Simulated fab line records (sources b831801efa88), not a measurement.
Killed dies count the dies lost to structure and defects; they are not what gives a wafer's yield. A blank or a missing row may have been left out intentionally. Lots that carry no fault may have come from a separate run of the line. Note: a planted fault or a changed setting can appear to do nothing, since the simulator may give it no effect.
fab line records -- flow sky130
record: lots: 11, wafers: 32, lastDay: 50
route steps=708 shown CONTACT@425 METAL1@436 VIA2@507 PAD_OPEN@708
lots with no fault: from the same line, run without faults
startH: start of the lot's first displayed wafer, in hours after the record's first day -- waitH: how many hours have passed since the lot's step before this one -- " as in the row above -- L1.1+2: one row covering several wafers at once -- - no value present, or no start provided -- * or withheld: withheld -- < > ~ a bound
route shown NAME@n: names a module that has steps shown in the file, with the first one's number in the route -- usual: average and standard deviation across the fault-free wafers -- same: alike in all rows -- chamber/n: place in a boat -- sites: the reading at each site -- _std_site: standard deviation of those values -- _edge_site: outer sites' mean less inner sites' -- radiusMm: for every site, how far away it sits from the centre of the wafer -- mask NAME#n: copy n -- behind: the tool/chamber that last shaped the wafer -- hold: cause of the lot's hold/its duration in hours/its outcome -- device: the transistor (n, p or np) that didn't switch -- end of line: at the end of the route, the tests of the same wafers -- a step given without rows: its recipe and nothing more -- killed: dies lost to structure and defects at the first sort, not the wafer's yield -- map: dies across one wafer; x = killed, . = not, _ = none there
set.NAME: the run value of the setting; set.NAME@STEP: its run value at that earlier step -- model.NAME: the simulator's own value behind a step, which no gauge read
a sample of lots followed through the steps of the route, with each step as a table and each wafer as a row
services: a tool's chamber out of use, with start hour (startH, from the record's first day; less than 0 if before it), hours out, and reason
== steps ==
step: SKY_CONTACT_STRIP_19
recipe: chemistry: O2/N2, powerW: 1400, pressureMtorr: 1500, platenTempC: withheld, o2FlowSccm: 3000, n2FlowSccm: 300, overashFraction: 0.5
usual: chamberPressureMTorr: 1500.1/1.2, drypumpMotorCurrentA: 5.6/0.32, o2FlowSccm: 2999/9.6, oesProductAu: 0.381/0.0044, stripTimeToEndpointS: 3.62/0.032
lot.wafer,tool,chamber,startH,waitH,chamberPressureMTorr,drypumpMotorCurrentA,o2FlowSccm,oesProductAu,rfHoursCounterH,stripTimeToEndpointS
L781.1,plasmaAsher-03,1,754.82,-,1500.8,5.7,2999,0.378,90,3.58
L781.5,plasmaAsher-03,0,754.82,-,1502.5,5.9,2996,0.385,-,3.68
L781.6,plasmaAsher-03,1,754.82,-,1502.2,5.8,2994,0.382,-,3.65
L783.1,plasmaAsher-03,0,772.22,-,1499.6,5.9,2996,0.384,92,3.68
L783.5,plasmaAsher-03,1,772.22,-,1500.6,5.8,2987,0.381,-,3.60
L783.6,plasmaAsher-03,0,772.22,-,1498.2,5.9,3000,0.384,-,3.68
L784.1,plasmaAsher-03,0,780.17,-,1500.4,5.9,3015,0.378,92,3.61
L784.2,plasmaAsher-03,1,780.17,-,1501.0,5.8,2990,0.379,92,3.56
L784.4,plasmaAsher-03,0,780.17,-,1500.1,5.9,3004,0.377,-,3.61
L785.3,plasmaAsher-03,1,786.60,-,1501.5,5.8,3005,0.388,-,3.59
L785.4,plasmaAsher-03,0,786.60,-,1497.4,5.9,3001,0.383,-,3.63
L785.5,plasmaAsher-03,0,786.60,-,1500.1,5.9,3005,0.379,-,3.62
L789.1,plasmaAsher-03,0,819.95,-,1499.3,5.9,3010,0.382,97,3.66
L789.5,plasmaAsher-03,0,819.95,-,1499.6,5.8,3022,0.385,-,3.64
L789.6,plasmaAsher-03,1,819.95,-,1498.8,5.8,3003,0.380,-,3.59
L791.1,plasmaAsher-01,1,827.65,-,1499.9,4.9,2986,0.383,6,3.61
L791.2,plasmaAsher-01,0,827.65,-,1500.8,5.6,2985,0.385,6,3.61
L791.3,plasmaAsher-01,1,827.65,-,1499.7,4.9,2991,0.386,-,3.62
L795.1,plasmaAsher-01,1,900.70,-,1497.7,4.9,2994,0.382,13,3.61
L795.3,plasmaAsher-01,1,900.70,-,1500.6,4.9,3016,0.379,-,3.57
L795.6,plasmaAsher-01,0,900.70,-,1501.3,5.6,2997,0.374,-,3.57
L797.1,plasmaAsher-03,0,901.68,-,1500.1,5.8,3004,0.371,105,3.64
L797.4,plasmaAsher-03,0,901.68,-,1498.8,5.8,3010,0.387,-,3.63
L797.6,plasmaAsher-03,0,901.68,-,1500.3,5.9,3007,0.377,-,3.63
L799.3,plasmaAsher-04,1,902.35,-,1503.4,5.3,2998,0.381,-,3.65
L799.4,plasmaAsher-04,0,902.35,-,1499.1,5.5,2994,0.383,-,3.60
L801.1,plasmaAsher-01,1,904.27,-,1498.6,4.9,2997,0.383,14,3.64
L801.3,plasmaAsher-01,1,904.27,-,1503.0,4.9,2984,0.382,-,3.62
L801.6,plasmaAsher-01,1,904.27,-,1498.5,4.9,2987,0.383,-,3.60
L800.1,plasmaAsher-01,0,907.70,-,1501.3,5.6,3009,0.384,14,3.59
L800.2,plasmaAsher-01,1,907.70,-,1499.1,4.9,2996,0.381,14,3.63
L800.3,plasmaAsher-01,1,907.70,-,1500.7,4.9,3001,0.383,-,3.61
step: SKY_METAL1_SPUTTER_02
recipe: material: AlCu, targetThkNm: 250, powerW: 10600, timeS: 12.76, chamberPressurePa: 0.4
usual: throttleValvePct: 30.2/1.5
same: timeS: 12.76
lot.wafer,tool,chamber,startH,waitH,throttleValvePct
L781.1,pvdSputter-01,-,756.16,0.0,29.6
L781.5,pvdSputter-01,-,756.16,0.0,29.5
L781.6,pvdSputter-01,-,756.16,0.0,31.0
L783.1,pvdSputter-01,-,773.52,0.0,32.8
L783.5,pvdSputter-01,-,773.52,0.0,29.7
L783.6,pvdSputter-01,-,773.52,0.0,32.5
L784.1,pvdSputter-01,-,781.47,0.0,29.4
L784.2,pvdSputter-01,-,781.47,0.0,32.6
L784.4,pvdSputter-01,-,781.47,0.0,29.9
L785.3,pvdSputter-02,-,787.85,0.0,31.7
L785.4,pvdSputter-02,-,787.85,0.0,31.2
L785.5,pvdSputter-02,-,787.85,0.0,28.7
L789.1,pvdSputter-02,-,821.24,0.0,31.8
L789.5,pvdSputter-02,-,821.24,0.0,31.5
L789.6,pvdSputter-02,-,821.24,0.0,28.6
L791.1,pvdSputter-03,-,829.37,0.0,29.7
L791.2,pvdSputter-03,-,829.37,0.0,28.9
L791.3,pvdSputter-03,-,829.37,0.0,27.3
L795.1,pvdSputter-01,-,902.34,0.0,29.7
L795.3,pvdSputter-01,-,902.34,0.0,32.4
L795.6,pvdSputter-01,-,902.34,0.0,31.2
L797.1,pvdSputter-03,-,903.43,0.0,29.6
L797.4,pvdSputter-03,-,903.43,0.0,29.3
L797.6,pvdSputter-03,-,903.43,0.0,27.1
L799.3,pvdSputter-01,-,903.73,0.0,29.8
L799.4,pvdSputter-01,-,903.73,0.0,29.9
L801.1,pvdSputter-01,-,905.96,0.0,29.7
L801.3,pvdSputter-01,-,905.96,0.0,32.6
L801.6,pvdSputter-01,-,905.96,0.0,29.7
L800.1,pvdSputter-01,-,909.05,0.0,29.8
L800.2,pvdSputter-01,-,909.05,0.0,31.2
L800.3,pvdSputter-01,-,909.05,0.0,29.8
step: SKY_METAL1_OVL_MEAS_16
usual: METAL1_OVL: -2/5.1
lot.wafer,tool,chamber,startH,waitH,METAL1_OVL[nm]
L781.1,overlay-02,-,783.73,0.1,-1
L781.5,overlay-02,-,783.73,0.1,-2
L781.6,overlay-02,-,783.73,0.1,-3
L783.1,overlay-01,-,799.58,0.1,-11
L783.5,overlay-01,-,799.58,0.1,-11
L783.6,overlay-01,-,799.58,0.1,-3
L784.1,overlay-02,-,808.18,0.1,5
L784.2,overlay-02,-,808.18,0.1,-5
L784.4,overlay-02,-,808.18,0.1,3
L785.3,overlay-01,-,813.80,0.1,-4
L785.4,overlay-01,-,813.80,0.1,-5
L785.5,overlay-01,-,813.80,0.1,-6
L789.1,overlay-02,-,848.50,0.1,-5
L789.5,overlay-02,-,848.50,0.1,-9
L789.6,overlay-02,-,848.50,0.1,6
L791.1,overlay-02,-,856.55,0.1,-6
L791.2,overlay-02,-,856.55,0.1,-4
L791.3,overlay-02,-,856.55,0.1,-6
L795.1,overlay-01,-,927.54,0.1,1
L795.3,overlay-01,-,927.54,0.1,1
L795.6,overlay-01,-,927.54,0.1,-5
L797.1,overlay-01,-,928.24,0.1,-4
L797.4,overlay-01,-,928.24,0.1,-3
L797.6,overlay-01,-,928.24,0.1,-3
L799.3,overlay-02,-,928.32,0.1,-1
L799.4,overlay-02,-,928.32,0.1,-14
L801.1,overlay-01,-,930.45,0.1,7
L801.3,overlay-01,-,930.45,0.1,0
L801.6,overlay-01,-,930.45,0.1,-4
L800.1,overlay-01,-,933.55,0.1,-12
L800.2,overlay-01,-,933.55,0.1,-1
L800.3,overlay-01,-,933.55,0.1,4
step: SKY_VIA2_HDPCVD_00
recipe: material: SiO2, targetThkNm: 1180, sigmaOpenFrac: 0.3, timeS: 196.7, tempC: 400, sih4FlowSccm: 60, pressureMtorr: 6
usual: runLengthS: 224.6/0.6
lot.wafer,tool,chamber,startH,waitH,runLengthS
L781.1,hdpcvd-02,0,841.49,0.0,224.6
L781.5,hdpcvd-02,0,841.49,0.0,224.8
L781.6,hdpcvd-02,2,841.49,0.0,225.2
L783.1,hdpcvd-02,2,856.45,0.0,225.4
L783.5,hdpcvd-02,0,856.45,0.0,224.6
L783.6,hdpcvd-02,1,856.45,0.0,223.5
L784.1,hdpcvd-02,1,864.77,0.0,223.7
L784.2,hdpcvd-02,2,864.77,0.0,225.2
L784.4,hdpcvd-02,1,864.77,0.0,223.3
L785.3,hdpcvd-02,2,870.92,0.0,225.8
L785.4,hdpcvd-02,0,870.92,0.0,224.4
L785.5,hdpcvd-02,1,870.92,0.0,224.3
L789.1,hdpcvd-02,1,905.11,0.0,223.5
L789.5,hdpcvd-02,0,905.11,0.0,224.3
L789.6,hdpcvd-02,2,905.11,0.0,224.9
L791.1,hdpcvd-01,1,913.31,0.0,224.7
L791.2,hdpcvd-01,2,913.31,0.0,224.3
L791.3,hdpcvd-01,0,913.31,0.0,225.1
L795.1,hdpcvd-02,2,979.06,0.0,225.0
L795.3,hdpcvd-02,1,979.06,0.0,223.4
L795.6,hdpcvd-02,0,979.06,0.0,248.9
L797.1,hdpcvd-02,0,980.18,0.0,248.7
L797.4,hdpcvd-02,2,980.18,0.0,225.0
L797.6,hdpcvd-02,1,980.18,0.0,224.5
L799.3,hdpcvd-02,2,980.72,0.0,225.0
L799.4,hdpcvd-02,2,980.72,0.0,225.2
L801.1,hdpcvd-01,1,982.62,0.0,225.5
L801.3,hdpcvd-01,0,982.62,0.0,225.3
L801.6,hdpcvd-01,1,982.62,0.0,225.0
L800.1,hdpcvd-01,2,985.76,0.0,224.7
L800.2,hdpcvd-01,1,985.76,0.0,224.7
L800.3,hdpcvd-01,0,985.76,0.0,225.0
step: SKY_VIA2_THK_MEAS_01
recipe: reads: SiO2_of_VIA2_HDPCVD_00
usual: VIA2_HDPCVD_THK: 1191/11
lot.wafer,tool,chamber,startH,waitH,VIA2_HDPCVD_THK[nm]
L781.1,filmMetro-01,-,841.62,0.1,1179
L781.5,filmMetro-01,-,841.62,0.1,1188
L781.6,filmMetro-01,-,841.62,0.1,1181
L783.1,filmMetro-02,-,856.57,0.1,1181
L783.5,filmMetro-02,-,856.57,0.1,1191
L783.6,filmMetro-02,-,856.57,0.1,1216
L784.1,filmMetro-02,-,864.89,0.1,1202
L784.2,filmMetro-02,-,864.89,0.1,1193
L784.4,filmMetro-02,-,864.89,0.1,1196
L785.3,filmMetro-03,-,871.07,0.1,1204
L785.4,filmMetro-03,-,871.07,0.1,1193
L785.5,filmMetro-03,-,871.07,0.1,1198
L789.1,filmMetro-03,-,905.23,0.1,1190
L789.5,filmMetro-03,-,905.23,0.1,1202
L789.6,filmMetro-03,-,905.23,0.1,1179
L791.1,filmMetro-01,-,913.44,0.1,1188
L791.2,filmMetro-01,-,913.44,0.1,1197
L791.3,filmMetro-01,-,913.44,0.1,1166
L795.1,filmMetro-01,-,979.18,0.1,1194
L795.3,filmMetro-01,-,979.18,0.1,1193
L795.6,filmMetro-01,-,979.18,0.1,1347
L797.1,filmMetro-03,-,980.30,0.1,1337
L797.4,filmMetro-03,-,980.30,0.1,1205
L797.6,filmMetro-03,-,980.30,0.1,1197
L799.3,filmMetro-01,-,980.87,0.1,1183
L799.4,filmMetro-01,-,980.87,0.1,1179
L801.1,filmMetro-01,-,982.74,0.1,1215
L801.3,filmMetro-01,-,982.74,0.1,1203
L801.6,filmMetro-01,-,982.74,0.1,1204
L800.1,filmMetro-03,-,985.88,0.1,1161
L800.2,filmMetro-03,-,985.88,0.1,1165
L800.3,filmMetro-03,-,985.88,0.1,1179
step: SKY_PAD_OPEN_PROBE_99
usual: defectLimitedYield: 82.8/1.7, killed_at_M0_to_M3: 43/6.2, killed_at_M4_up: 2.8/1.7, killedAtContacts: 24/4.8, killedAtFrontEnd: 15/4.3, killedAtOther: 0.3/0.55, killedDies: 85/8.4, killedOpen: 46/6.7, killedShort: 38/6.2, sort_bin_3_pad_short: 0.9/0.46, sort_bin_5_function: 10.2/1.3, sort_bin_6_memory: 6.1/0.9, sortNPass: 407/8.4, sortYieldPct: 82.8/1.7
same: grossDies: 492, killedAtBackSide: 0, sort_bin_4_leakage[%]: 0, sort_bin_8_speed[%]: 0
lot.wafer,tool,chamber,startH,waitH,defectLimitedYield[%],killed_at_M0_to_M3,killed_at_M4_up,killedAtContacts,killedAtFrontEnd,killedAtOther,killedDies,killedOpen,killedShort,sort_bin_3_pad_short[%],sort_bin_5_function[%],sort_bin_6_memory[%],sortNPass,sortYieldPct[%]
L789.1,prober-02,-,1140.96,0.1,81.5,49,2,19,21,0,91,53,38,0.6,11.8,6.1,401,81.5
L789.5,prober-02,-,1141.16,0.2,81.9,45,5,22,17,0,89,51,38,1.2,11.6,5.3,403,81.9
L789.6,prober-02,-,1141.21,0.2,80.5,51,2,25,18,0,96,45,51,1.0,12.8,5.7,396,80.5
killed by level:class
L789.1 CONTACT:geometricParticle:open=9 METAL1:geometricParticle:short=9 VIA1:geometricParticle:open=8 METAL2:geometricParticle:open=6 VIA2:geometricParticle:open=6 FIELD_ISO:geometricParticle:open=5 METAL2:geometricParticle:short=5 LI_CONTACT:geometricParticle:open=4
L789.5 VIA1:geometricParticle:open=14 CONTACT:geometricParticle:open=8 LI_CONTACT:geometricParticle:open=7 VIA1:geometricParticle:short=5 METAL1:geometricParticle:short=5 METAL2:geometricParticle:short=5 VIA3:geometricParticle:open=4 FIELD_ISO:geometricParticle:open=3
L789.6 CONTACT:geometricParticle:open=10 METAL1:geometricParticle:short=9 LI_CONTACT:geometricParticle:open=8 METAL2:geometricParticle:short=7 VIA2:geometricParticle:open=6 POLY_GATE:geometricParticle:short=5 CONTACT:geometricParticle:short=5 VIA1:geometricParticle:short=5
== services ==
tool,chamber,startH,hours,kind
plasmaAsher-01,-,733.75,9.0,pm
hdpcvd-02,-,738.33,0.6,repair
plasmaAsher-01,-,742.75,2.8,pm
plasmaAsher-01,-,751.47,0.6,repair
hdpcvd-02,2,751.73,4.8,repair
hdpcvd-01,-,753.37,6.0,pm
pvdSputter-02,-,756.60,17.2,repair
plasmaAsher-01,-,807.45,15.6,pm
hdpcvd-02,2,832.37,2.1,repair
pvdSputter-01,3,832.59,-,consumableReplace:kit
pvdSputter-01,3,832.59,18.0,scheduledDown
pvdSputter-01,3,832.59,18.0,ventCycle
plasmaAsher-01,-,834.36,1.3,repair
pvdSputter-02,-,866.25,1.1,repair
pvdSputter-03,-,907.18,6.7,repair
hdpcvd-02,0,911.75,4.7,repair
hdpcvd-01,-,929.16,5.5,pm
hdpcvd-01,-,950.25,15.0,pm
plasmaAsher-03,-,952.13,2.9,repair
pvdSputter-02,-,983.12,1.3,repair
pvdSputter-03,-,984.20,3.6,repair
pvdSputter-01,2,985.35,-,consumableReplace:kit
pvdSputter-01,2,985.35,18.0,scheduledDown
pvdSputter-01,2,985.35,18.0,ventCycle
== key ==
firstSign: step: SKY_VIA2_HDPCVD_00, reading: runLengthS, direction: up, sigmas: 40, usual: *, struck: *
effect: step: SKY_VIA2_THK_MEAS_01, reading: VIA2_HDPCVD_THK, direction: up, sigmas: 14, usual: 1191, struck: 1342
metAt SKY_VIA2_HDPCVD_00
struckLots L795,L797
struckWafers L795.6,L797.1
notActingAt SKY_CONTACT_STRIP_19,SKY_METAL1_SPUTTER_02,SKY_METAL1_OVL_MEAS_16
onsetBetween 905.11 979.06
fault: kind: processParameterDrift, tool: hdpcvd-02, chamber: 0, onsetH: 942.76, steps: SKY_VIA2_HDPCVD_00, channel: timeS, offset: *, shape: step, endH: 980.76, actsIn: *, stated: *
